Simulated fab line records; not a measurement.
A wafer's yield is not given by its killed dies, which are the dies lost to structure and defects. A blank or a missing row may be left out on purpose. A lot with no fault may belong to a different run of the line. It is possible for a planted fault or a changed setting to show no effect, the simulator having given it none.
The tool behind it: which one? ; flow gf180mcu ; 24 lots, 72 wafers sampled, at 6 steps of a route of 602

WHAT THE GAUGES READ, wafer by wafer
GF_V3_THK_MEAS_03. Usual: V3_CVD_02_THK typically reads 848 nm, with standard deviation 10.
lot;measured;on;V3_CVD_02_THK (nm);flag
L074;day 21 01:27;film-metro-02;853 843 858;
L075;day 21 11:53;film-metro-02;846 851 864;
L076;day 22 06:01;film-metro-04;834 853 846;
L077;day 22 18:42;film-metro-04;848 841 859;
L078;day 23 00:04;film-metro-01;835 867 862;
L079;day 23 11:53;film-metro-04;849 847 859;
L080;day 23 20:05;film-metro-02;841 845 853;
L081;day 24 09:29;film-metro-01;845 838 855;
L082;day 24 10:52;film-metro-04;843 845 864;
L083;day 24 15:05;film-metro-04;839 856 861;
L084;day 24 21:45;film-metro-04;828 840 847;
L085;day 25 06:53;film-metro-04;845 841 852;
L086;day 25 18:05;film-metro-02;847 858 851;
L087;day 26 00:56;film-metro-02;837 855 854;
L088;day 26 04:52;film-metro-04;839 840 851;
L089;day 26 16:09;film-metro-01;828 842 841;
L090;day 27 01:04;film-metro-04;825 842 851;
L091;day 27 06:11;film-metro-01;834 835 853;
L092;day 27 15:03;film-metro-02;842 845 842;
L093;day 27 18:58;film-metro-01;837 859 861;
L094;day 28 04:50;film-metro-02;835 847 847;
L095;day 28 11:12;film-metro-02;849 861 853;
L096;day 28 15:30;film-metro-02;849 857 852;
L097;day 28 18:04;film-metro-04;860 846 863;

GF_M5_OVL_MEAS_08. Usual: M5_OVL typically reads 1 nm, with standard deviation 4.6.
lot;measured;on;M5_OVL (nm);flag
L074;day 25 23:48;overlay-01;0 -8 0;
L075;day 26 09:28;overlay-01;-5 1 2;
L076;day 27 00:17;overlay-01;8 7 2;
L077;day 27 11:06;overlay-02;0 0 -3;
L078;day 27 19:39;overlay-01;3 -3 -5;
L079;day 28 02:16;overlay-01;-1 -8 -2;
L080;day 28 09:29;overlay-01;0 0 0;
L081;day 28 20:53;overlay-02;-12 -2 -4;
L082;day 28 23:40;overlay-02;2 4 6;
L083;day 29 02:50;overlay-01;2 7 -1;
L084;day 29 08:47;overlay-01;5 8 5;
L085;day 29 23:17;overlay-02;4 -4 5;
L086;day 30 02:46;overlay-01;2 -7 -1;
L087;day 30 10:02;overlay-01;5 5 3;
L088;day 30 11:20;overlay-02;2 0 0;
L089;day 30 19:44;overlay-01;-6 2 1;
L090;day 31 06:07;overlay-01;4 5 -4;
L091;day 31 10:35;overlay-02;-4 1 -3;
L092;day 31 17:29;overlay-02;1 4 -8;
L093;day 31 21:40;overlay-01;-2 3 0;
L094;day 32 04:29;overlay-02;0 9 7;
L095;day 32 10:26;overlay-01;0 0 0;
L096;day 32 14:05;overlay-02;4 -2 7;
L097;day 32 17:23;overlay-01;2 0 8;

GF_V5_THK_MEAS_01. Usual: V5_CVD_00_THK typically reads 299 nm, with standard deviation 3.5.
lot;measured;on;V5_CVD_00_THK (nm);flag
L074;day 26 00:33;film-metro-04;298 298 304;
L075;day 26 10:13;film-metro-04;291 296 299;
L076;day 27 01:07;film-metro-01;300 300 299;
L077;day 27 11:50;film-metro-02;295 298 302;
L078;day 27 20:25;film-metro-02;297 295 295;
L079;day 28 03:03;film-metro-04;293 295 295;
L080;day 28 10:22;film-metro-04;303 297 306;
L081;day 28 21:38;film-metro-02;300 296 299;
L082;day 29 00:29;film-metro-02;298 301 300;
L083;day 29 03:35;film-metro-04;305 300 299;
L084;day 29 09:35;film-metro-02;301 297 300;
L085;day 30 00:04;film-metro-04;300 298 299;
L086;day 30 03:34;film-metro-04;298 305 298;
L087;day 30 10:47;film-metro-01;306 301 300;
L088;day 30 12:14;film-metro-04;303 302 300;
L089;day 30 20:30;film-metro-01;305 295 295;
L090;day 31 06:53;film-metro-04;293 291 300;
L091;day 31 11:21;film-metro-01;299 304 298;
L092;day 31 18:16;film-metro-04;294 298 295;
L093;day 31 22:33;film-metro-04;299 297 298;
L094;day 32 05:14;film-metro-01;296 299 297;
L095;day 32 11:12;film-metro-04;301 299 300;
L096;day 32 14:53;film-metro-02;294 293 297;
L097;day 32 18:09;film-metro-04;301 303 300;

TOOL THAT RAN EACH LOT (tool first, then ch and the chambers of the sampled wafers, then the start)
lot;GF_CONTACT_ETCH_16;GF_CONTACT_SPUTTER_22;GF_M1_SPUTTER_01
L074;rie-diel-04 ch 0,1,3, day 15 18:24;pvd-sputter-02, day 15 18:52;pvd-sputter-03, day 15 19:39
L075;rie-diel-04 ch 1,2, day 16 04:47;pvd-sputter-02, day 16 05:16;pvd-sputter-03, day 16 06:02
L076;rie-diel-01 ch 0,1,2, day 16 22:45;pvd-sputter-04, day 16 23:13;pvd-sputter-01, day 17 00:00
L077;rie-diel-01 ch 0,1,2, day 17 10:35;pvd-sputter-01, day 17 11:03;pvd-sputter-04, day 17 11:52
L078;rie-diel-04 ch 0,3, day 17 16:14;pvd-sputter-04, day 17 16:42;pvd-sputter-01, day 17 17:29
L079;rie-diel-01 ch 1,2, day 18 03:56;pvd-sputter-02, day 18 04:24;pvd-sputter-04, day 18 05:17
L080;rie-diel-04 ch 0,1,2, day 18 12:16;pvd-sputter-02, day 18 12:44;pvd-sputter-04, day 18 13:31
L081;rie-diel-04 ch 0,1, day 19 02:59;pvd-sputter-04, day 19 03:28;pvd-sputter-01, day 19 04:22
L082;rie-diel-01 ch 0,2,3, day 19 03:14;pvd-sputter-02, day 19 03:43;pvd-sputter-03, day 19 04:29
L083;rie-diel-03 ch 0,1, day 19 08:35;pvd-sputter-02, day 19 09:04;pvd-sputter-03, day 19 09:50
L084;rie-diel-01 ch 0,1,2, day 19 18:34;pvd-sputter-02, day 19 19:01;pvd-sputter-01, day 19 19:48
L085;rie-diel-01 ch 0,1,2, day 20 03:42;pvd-sputter-01, day 20 04:10;pvd-sputter-04, day 20 04:57
L086;rie-diel-01 ch 1,3, day 20 15:57;pvd-sputter-02, day 20 16:25;pvd-sputter-01, day 20 17:26
L087;rie-diel-04 ch 0,2,3, day 21 00:07;pvd-sputter-02, day 21 00:35;pvd-sputter-03, day 21 01:22
L088;rie-diel-01 ch 2,3, day 21 05:49;pvd-sputter-02, day 21 06:17;pvd-sputter-01, day 21 07:04
L089;rie-diel-03 ch 0,1,2, day 21 15:24;pvd-sputter-04, day 21 15:52;pvd-sputter-03, day 21 16:39
L090;rie-diel-01 ch 0,1,2, day 22 02:39;pvd-sputter-02, day 22 03:07;pvd-sputter-03, day 22 03:53
L091;rie-diel-03 ch 0,1,2, day 22 09:01;pvd-sputter-02, day 22 09:30;pvd-sputter-03, day 22 10:17
L092;rie-diel-04 ch 0,2,3, day 22 19:55;pvd-sputter-02, day 22 20:24;pvd-sputter-01, day 22 21:11
L093;rie-diel-01 ch 0,2,3, day 22 22:19;pvd-sputter-02, day 22 22:48;pvd-sputter-04, day 22 23:35
L094;rie-diel-01 ch 1,3, day 23 12:04;pvd-sputter-02, day 23 12:32;pvd-sputter-04, day 23 13:19
L095;rie-diel-01 ch 1,3, day 23 18:51;pvd-sputter-01, day 23 19:19;pvd-sputter-01, day 23 20:06
L096;rie-diel-01 ch 1,3, day 23 23:16;pvd-sputter-02, day 23 23:44;pvd-sputter-01, day 24 00:31
L097;rie-diel-03 ch 1,2,3, day 24 01:30;pvd-sputter-01, day 24 02:03;pvd-sputter-01, day 24 02:50
- GF_CONTACT_ETCH_16: etches BARC in N2/H2.
- GF_CONTACT_SPUTTER_22: material Ti, target thk 15 nm, time 80.02 s.
- GF_M1_SPUTTER_01: material TiN, target thk 30 nm, time 25 s.

AS READ BY THE TOOLS THEMSELVES (means over the sampled wafers that have a number; for cases with no such wafer, the mark the record gives instead)
GF_CONTACT_ETCH_16. Usual: drypump-motor-current-A 5.8 A, standard deviation 0.52; oes-product-au 0.856 a.u., standard deviation 0.005; throttle-valve-pct 13.223 %, standard deviation 0.0087.
lot;tool;drypump-motor-current-A (A);oes-product-au (a.u.);throttle-valve-pct (%);flag
L074;rie-diel-04;5.5;0.853;13.229;
L075;rie-diel-04;5.7;0.862;13.217;
L076;rie-diel-01;5.8;0.860;13.224;
L077;rie-diel-01;5.8;0.850;13.221;
L078;rie-diel-04;5.7;0.855;13.226;
L079;rie-diel-01;5.5;0.851;13.229;
L080;rie-diel-04;5.9;0.856;13.229;
L081;rie-diel-04;5.6;0.860;13.225;
L082;rie-diel-01;6.3;0.854;13.224;
L083;rie-diel-03;5.4;0.858;13.230;
L084;rie-diel-01;5.8;0.853;13.217;
L085;rie-diel-01;5.8;0.858;13.218;
L086;rie-diel-01;6.1;0.860;13.217;
L087;rie-diel-04;5.7;0.857;13.213;
L088;rie-diel-01;6.4;0.854;13.227;
L089;rie-diel-03;5.4;0.855;13.233;
L090;rie-diel-01;5.8;0.854;13.220;
L091;rie-diel-03;5.4;0.860;13.223;
L092;rie-diel-04;5.7;0.849;13.216;
L093;rie-diel-01;6.2;0.856;13.225;
L094;rie-diel-01;5.7;0.862;13.217;
L095;rie-diel-01;5.6;0.852;13.225;
L096;rie-diel-01;5.6;0.855;13.233;
L097;rie-diel-03;5.6;0.854;13.221;

GF_CONTACT_SPUTTER_22. Usual: chamber-pressure-pa 4.999 Pa, standard deviation 0.011; substrate-temp-c 200.01 C, standard deviation 0.15; throttle-valve-pct 29.4 %, standard deviation 0.86.
lot;tool;chamber-pressure-pa (Pa);substrate-temp-c (C);throttle-valve-pct (%);flag
L074;pvd-sputter-02;4.995;199.94;29.3;
L075;pvd-sputter-02;4.997;199.89;29.6;
L076;pvd-sputter-04;5.004;200.06;29.5;
L077;pvd-sputter-01;4.999;199.86;28.5;
L078;pvd-sputter-04;5.002;199.95;29.1;
L079;pvd-sputter-02;5.009;200.00;30.0;
L080;pvd-sputter-02;5.000;200.02;29.2;
L081;pvd-sputter-04;5.008;199.99;29.5;
L082;pvd-sputter-02;4.999;199.97;29.4;
L083;pvd-sputter-02;5.003;200.07;29.1;
L084;pvd-sputter-02;4.999;200.20;29.0;
L085;pvd-sputter-01;4.998;200.00;29.4;
L086;pvd-sputter-02;4.991;200.06;29.7;
L087;pvd-sputter-02;4.996;199.91;29.7;
L088;pvd-sputter-02;4.989;200.16;30.0;
L089;pvd-sputter-04;4.998;200.00;29.6;
L090;pvd-sputter-02;4.999;200.22;30.2;
L091;pvd-sputter-02;4.991;200.01;30.0;
L092;pvd-sputter-02;5.010;200.02;29.0;
L093;pvd-sputter-02;5.001;199.95;28.7;
L094;pvd-sputter-02;5.003;199.77;29.2;
L095;pvd-sputter-01;4.995;199.90;28.9;
L096;pvd-sputter-02;4.993;200.00;29.5;
L097;pvd-sputter-01;4.996;200.09;29.4;

GF_M1_SPUTTER_01. Usual: chamber-pressure-pa 0.4001 Pa, standard deviation 0.00075; throttle-valve-pct 29.2 %, standard deviation 0.88.
lot;tool;chamber-pressure-pa (Pa);throttle-valve-pct (%);flag
L074;pvd-sputter-03;0.3997;29.7;
L075;pvd-sputter-03;0.4009;29.4;
L076;pvd-sputter-01;0.4006;30.1;
L077;pvd-sputter-04;0.3993;29.1;
L078;pvd-sputter-01;0.3997;29.6;
L079;pvd-sputter-04;0.3998;29.5;
L080;pvd-sputter-04;0.4004;29.6;
L081;pvd-sputter-01;0.4000;28.1;
L082;pvd-sputter-03;0.4004;29.5;
L083;pvd-sputter-03;0.4011;30.1;
L084;pvd-sputter-01;0.4007;29.2;
L085;pvd-sputter-04;0.4004;29.2;
L086;pvd-sputter-01;0.3996;29.0;
L087;pvd-sputter-03;0.4000;29.7;
L088;pvd-sputter-01;0.4002;28.0;
L089;pvd-sputter-03;0.3999;29.2;
L090;pvd-sputter-03;0.3994;29.5;
L091;pvd-sputter-03;0.4000;29.2;
L092;pvd-sputter-01;0.4009;28.7;
L093;pvd-sputter-04;0.4005;29.4;
L094;pvd-sputter-04;0.4005;29.3;
L095;pvd-sputter-01;0.3992;29.2;
L096;pvd-sputter-01;0.3994;29.1;
L097;pvd-sputter-01;0.3997;29.1;

THE ANSWER, worked out from the rows above alone
Rule: lot off if the mean of its wafers having a number is beyond 3 standard deviations from the usual mean. Also off: a lot with no number at a reading for which 4 or more lots have one. Where the step has rows for the other lots, those lots are counted as sound. The gauges are gone through in route order, then the tools' own readings, and for those a lot's mean is taken as printed above. At the first step where some lot is off, the reading lying furthest off is the one used; lots without a number count as furthest.
No lot is off on any of the readings shown, so nothing can be concluded from this.

WHAT WAS PUT IN BY THE SIMULATOR
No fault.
